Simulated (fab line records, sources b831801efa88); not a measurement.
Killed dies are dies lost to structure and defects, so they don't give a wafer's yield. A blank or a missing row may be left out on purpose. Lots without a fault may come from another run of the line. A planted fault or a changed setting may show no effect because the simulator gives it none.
fab line records | flow sfq_line
record lots=6 wafers=18 last_day=86
route steps=325 shown M4@148
lots that met no fault: from a run of the same line without faults
start_h: hours from the record's first day to the start of the lot's first wafer shown | wait_h: hours since the lot's step before | " the same as in the row above | L1.1+2: a row that stands for several wafers | - no value, or no start given | * or withheld: withheld | < > ~ a bound
route shown NAME@n: a module of which the file shows steps, and the number in the route of the first | usual: mean/standard deviation of fault-free wafers | same: alike in all rows | chamber/n: place in a boat | sites: the reading at each site | _std_site: their standard deviation | _edge_site: outer sites' mean less inner sites' | radius_mm: how far each site lies from the wafer's centre | mask NAME#n: copy n | behind: the tool/chamber that last shaped the wafer | hold: why the lot was held/for how many hours/how that ended | device: the transistor (n, p or np) that didn't switch | end of line: the same wafers' tests at the end of the route | a step without rows: its recipe alone | killed: dies lost to structure and defects at the first sort, not the wafer's yield | map: a wafer's dies, x killed, . not, _ none there
set.NAME: the setting as run; set.NAME@STEP: as run at that earlier step | model.NAME: the simulator's own value behind a step, which no gauge read
lots at some steps of the route; a table a step, a row a wafer
services: from which hour (start_h, from the record's first day; less than 0 if before it) a tool's chamber was out of use, for how many hours, and why
## steps
# step SFQ_TRILAYER_M4_DEP_PRE_CLEAN_092
# recipe gas=Ar time_s=22.5 bias_v=250
# step SFQ_TRILAYER_M4_DEP_SPUTTER_091
# recipe material=Nb base_pressure_pa=1.33e-06 chamber_pressure_pa=0.1333 substrate_temp_c=20 resputter_cathode_voltage_v=400 target_thk_nm=200 power_w=2000 time_s=133.3
# usual chamber_pressure_pa=0.13332/0.00025 resputter_cathode_voltage_v=399/4.2 throttle_valve_pct=29.5/1.3
# columns lot.wafer tool chamber start_h wait_h chamber_pressure_pa resputter_cathode_voltage_v throttle_valve_pct
L940.1 pvd_sputter-06 - 818.13 0.0 0.13367 393 28.7
L940.2 " - " " 0.1334 407 29.1
L940.4 " - " " 0.13371 392 28.1
L941.1 pvd_sputter-03 - 861.27 0.0 0.1331 403 31.4
L941.5 " - " " 0.13324 400 31.2
L941.6 " - " " 0.13334 392 29.9
L946.4 pvd_sputter-06 - 938.02 0.0 0.13276 399 28.7
L946.5 " - " " 0.13348 406 30.3
L946.6 " - " " 0.13341 401 27.9
L947.2 pvd_sputter-03 - 940.42 0.0 0.13368 401 29.8
L947.3 " - " " 0.13338 403 30.4
L947.4 " - " " 0.13315 395 27.5
L958.2 pvd_sputter-03 - 1157.81 0.0 0.13323 395 30.0
L958.5 " - " " 0.13305 398 31.2
L958.6 " - " " 0.13326 404 30.2
L959.1 pvd_sputter-03 - 1161.41 0.0 0.13305 401 30.1
L959.2 " - " " 0.13343 405 29.9
L959.4 " - " " 0.1332 401 27.5
# step SFQ_M4_RS_MEAS_924
# recipe thk_meas_gauge=four-point-probe reads=Nb_of_TRILAYER_M4_DEP_SPUTTER_091
# usual M4_NB_RS=0.892/0.0097
# columns lot.wafer tool chamber start_h wait_h M4_NB_RS[ohm/sq]
L940.1 film_metro-03 - 818.22 0.0 0.888
L940.2 " - " " 0.894
L940.4 " - " " 0.882
L941.1 film_metro-03 - 861.36 0.0 0.885
L941.5 " - " " 0.892
L941.6 " - " " 0.893
L946.4 film_metro-02 - 938.17 0.1 0.880
L946.5 " - " " 0.875
L946.6 " - " " 0.881
L947.2 film_metro-04 - 940.65 0.2 0.891
L947.3 " - " " 0.887
L947.4 " - " " 0.887
L958.2 film_metro-02 - 1157.92 0.1 0.892
L958.5 " - " " 0.883
L958.6 " - " " 0.890
L959.1 film_metro-02 - 1161.50 0.0 0.902
L959.2 " - " " 0.903
L959.4 " - " " 0.912
# step SFQ_TRILAYER_M4_LITHO_COAT_098
# recipe resist=BARC spin_rpm=3000 resist_thk_nm=62
# step SFQ_TRILAYER_M4_LITHO_COAT_093
# recipe resist=KrF spin_rpm=3000 resist_thk_nm=600
# step SFQ_TRILAYER_M4_LITHO_SOFTBAKE_097
# recipe temp_c=withheld time_s=withheld resist=KrF
# step SFQ_TRILAYER_M4_LITHO_EXPOSE_094
# recipe mask_id=M4 na=0.6 source_shape=conventional sigma_outer=0.65 target_cd_nm=500 dose_mj=14.4
# step SFQ_TRILAYER_M4_LITHO_PEB_096
# recipe peb_temp_c=115 peb_time_s=60 resist=KrF
# step SFQ_TRILAYER_M4_LITHO_DEVELOP_095
# recipe time_s=60 resist=KrF
# step SFQ_M4_OVL_MEAS_926
# usual M4_OVL=-2/6.1
# columns lot.wafer tool chamber start_h wait_h M4_OVL[nm]
L940.1 overlay-01 - 947.17 0.1 12
L940.2 " - " " 4
L940.4 " - " " 3
L941.1 overlay-01 - 1004.57 0.1 -4
L941.5 " - " " -4
L941.6 " - " " -6
L946.4 overlay-02 - 1082.53 0.1 -10
L946.5 " - " " -6
L946.6 " - " " -12
L947.2 overlay-01 - 1086.12 0.1 -3
L947.3 " - " " -8
L947.4 " - " " -6
L958.2 overlay-02 - 1179.62 0.1 0
L958.5 " - " " 3
L958.6 " - " " 7
L959.1 overlay-01 - 1184.41 0.1 -10
L959.2 " - " " -5
L959.4 " - " " -4
# step SFQ_TRILAYER_M4_BARC_OPEN_METAL_ETCH_123
# recipe mask_material=PR chemistry=O2 target_depth_nm=125 target=BARC icp_w=600 bias_w=80 pressure_mtorr=10 time_s=41.7
# usual drypump_motor_current_A=6.0/0.51 oes_product_au=0.685/0.0045
# columns lot.wafer tool chamber start_h wait_h drypump_motor_current_A oes_product_au rf_hours_counter_h
L940.1 rie_metal-03 0 947.20 0.0 6.6 0.688 60
L940.2 " 1 " " 6.1 0.687 69
L940.4 " 1 " " 6.1 0.683 -
L941.1 rie_metal-03 1 1004.60 0.0 6.1 0.683 79
L941.5 " 0 " " 6.6 0.684 -
L941.6 " 1 " " 6.1 0.684 -
L946.4 rie_metal-01 0 1082.61 0.1 5.3 0.682 -
L946.5 " 0 " " 5.3 0.684 -
L946.6 " 0 " " 5.3 0.688 -
L947.2 rie_metal-01 0 1086.17 0.0 5.3 0.682 -
L947.3 " 0 " " 5.3 0.691 -
L947.4 " 0 " " 5.3 0.685 -
L958.2 rie_metal-03 0 1179.65 0.0 6.6 0.682 97
L958.5 " 0 " " 6.7 0.684 -
L958.6 " 1 " " 6.1 0.690 -
L959.1 rie_metal-03 0 1184.45 0.0 6.6 0.691 98
L959.2 " 1 " " 6.1 0.685 107
L959.4 " 0 " " 6.6 0.690 -
# step SFQ_TRILAYER_M4_ETCH_METAL_ETCH_096
# recipe target=Nb stop_on=SiO2 mask_material=PR chemistry=Cl2/Ar target_depth_nm=240 icp_w=600 bias_w=77.47 pressure_mtorr=10 time_s=120
# usual drypump_motor_current_A=6.0/0.51 oes_product_au=0.894/0.0074
# columns lot.wafer tool chamber start_h wait_h drypump_motor_current_A oes_product_au rf_hours_counter_h model.KrF_of_TRILAYER_M4_LITHO_COAT_093.thk_nm model.M4.feature_depth_nm model.SiO2_of_TRILAYER_I3_DEP_PECVD_081.thk_nm
L940.1 rie_metal-03 0 947.26 0.0 6.6 0.897 60 378.3 200.9 190.8
L940.2 " 1 " " 6.1 0.890 69 381.3 199.4 191.8
L940.4 " 1 " " 6.1 0.901 - 380.9 201.8 192.3
L941.1 rie_metal-03 1 1004.66 0.0 6.1 0.899 79 386.7 201 191.7
L941.5 " 0 " " 6.6 0.889 - 385.1 199.9 192
L941.6 " 1 " " 6.1 0.894 - 386.8 199.7 193.2
L946.4 rie_metal-01 0 1082.79 0.2 5.3 0.897 - 378.3 202.5 191.5
L946.5 " 0 " " 5.3 0.903 - 378.8 203.5 192.1
L946.6 " 0 " " 5.3 0.902 - 378.2 202.1 191.8
L947.2 rie_metal-01 0 1086.31 0.1 5.3 0.891 - 377.5 200.1 193.4
L947.3 " 0 " " 5.3 0.892 - 379.6 201 191.8
L947.4 " 0 " " 5.3 0.896 - 379.3 200.6 192.1
L958.2 rie_metal-03 0 1179.71 0.0 6.7 0.886 97 314.3 212.2 178.6
L958.5 " 0 " " 6.6 0.900 - 314.3 214.2 179.1
L958.6 " 1 " " 6.1 0.902 - 391.5 199.9 191.9
L959.1 rie_metal-03 0 1184.51 0.0 6.6 0.889 98 308.3 209.5 179.3
L959.2 " 1 " " 6.1 0.895 107 385.3 197.5 190.7
L959.4 " 0 " " 6.6 0.874 - 306.9 207.8 179.1
# step SFQ_TRILAYER_M4_STRIP_STRIP_097
# recipe gas=O2 power_w=200 platen_temp_c=40 overash_fraction=0.65 chemistry=O2 pressure_mtorr=50
# usual drypump_motor_current_A=6.0/0.51 oes_product_au=1.000/0.0076
# columns lot.wafer tool chamber start_h wait_h drypump_motor_current_A oes_product_au rf_hours_counter_h
L940.1 rie_metal-03 0 947.39 0.1 6.7 1.009 60
L940.2 " 1 " " 6.1 1.003 69
L940.4 " 1 " " 6.1 0.999 -
L941.1 rie_metal-03 1 1004.79 0.1 6.1 0.990 79
L941.5 " 0 " " 6.6 0.997 -
L941.6 " 1 " " 6.1 0.991 -
L946.4 rie_metal-01 0 1083.52 0.7 5.3 1.003 -
L946.5 " 0 " " 5.3 1.008 -
L946.6 " 0 " " 5.3 1.003 -
L947.2 rie_metal-01 0 1086.72 0.4 5.3 1.001 -
L947.3 " 0 " " 5.3 1.005 -
L947.4 " 0 " " 5.3 1.002 -
L958.2 rie_metal-03 0 1179.83 0.1 6.6 0.989 98
L958.5 " 0 " " 6.7 0.996 -
L958.6 " 1 " " 6.1 0.991 -
L959.1 rie_metal-03 0 1184.63 0.1 6.6 1.007 99
L959.2 " 1 " " 6.1 0.987 107
L959.4 " 0 " " 6.6 0.995 -
## services
# columns tool chamber start_h hours kind
pvd_sputter-03 - 815.04 1.8 repair
rie_metal-01 0 833.23 - clean
rie_metal-01 0 833.23 17.7 scheduled_down
rie_metal-01 0 833.23 17.7 vent_cycle
pvd_sputter-06 - 847.61 1.6 repair
rie_metal-03 0 863.06 8.7 repair
rie_metal-03 1 864.56 7.5 repair
rie_metal-03 1 893.49 1.3 repair
pvd_sputter-03 3 937.21 - consumable_replace:kit
pvd_sputter-03 3 937.21 18.0 scheduled_down
pvd_sputter-03 3 937.21 18.0 vent_cycle
rie_metal-03 - 981.79 0.2 repair
rie_metal-01 1 1004.32 48.7 repair
pvd_sputter-03 - 1040.86 0.9 repair
rie_metal-01 1 1080.92 - clean
rie_metal-01 1 1080.92 12.1 scheduled_down
rie_metal-01 1 1080.92 12.1 vent_cycle
rie_metal-03 - 1085.31 15.8 repair
pvd_sputter-03 - 1092.09 2.5 repair
rie_metal-01 - 1115.28 28.1 pm
rie_metal-03 - 1138.70 2.8 pm
rie_metal-01 0 1158.35 12.4 repair
pvd_sputter-06 - 1159.98 4.5 repair
rie_metal-01 - 1183.03 4.3 pm
## key
first_sign none at tools or gauges
model_effect step=SFQ_TRILAYER_M4_ETCH_METAL_ETCH_096 value=KrF_of_TRILAYER_M4_LITHO_COAT_093.thk_nm without=385 struck=310.9
met_at SFQ_TRILAYER_M4_ETCH_METAL_ETCH_096
struck_wafers L958.2,L958.5,L959.1,L959.4
onset_between 1004.66 1179.71
fault kind=process_parameter_drift tool=rie_metal-03 chamber=0 onset_h=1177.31 steps=SFQ_TRILAYER_M4_ETCH_METAL_ETCH_096 channel=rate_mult offset=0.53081 shape=step end_h=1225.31
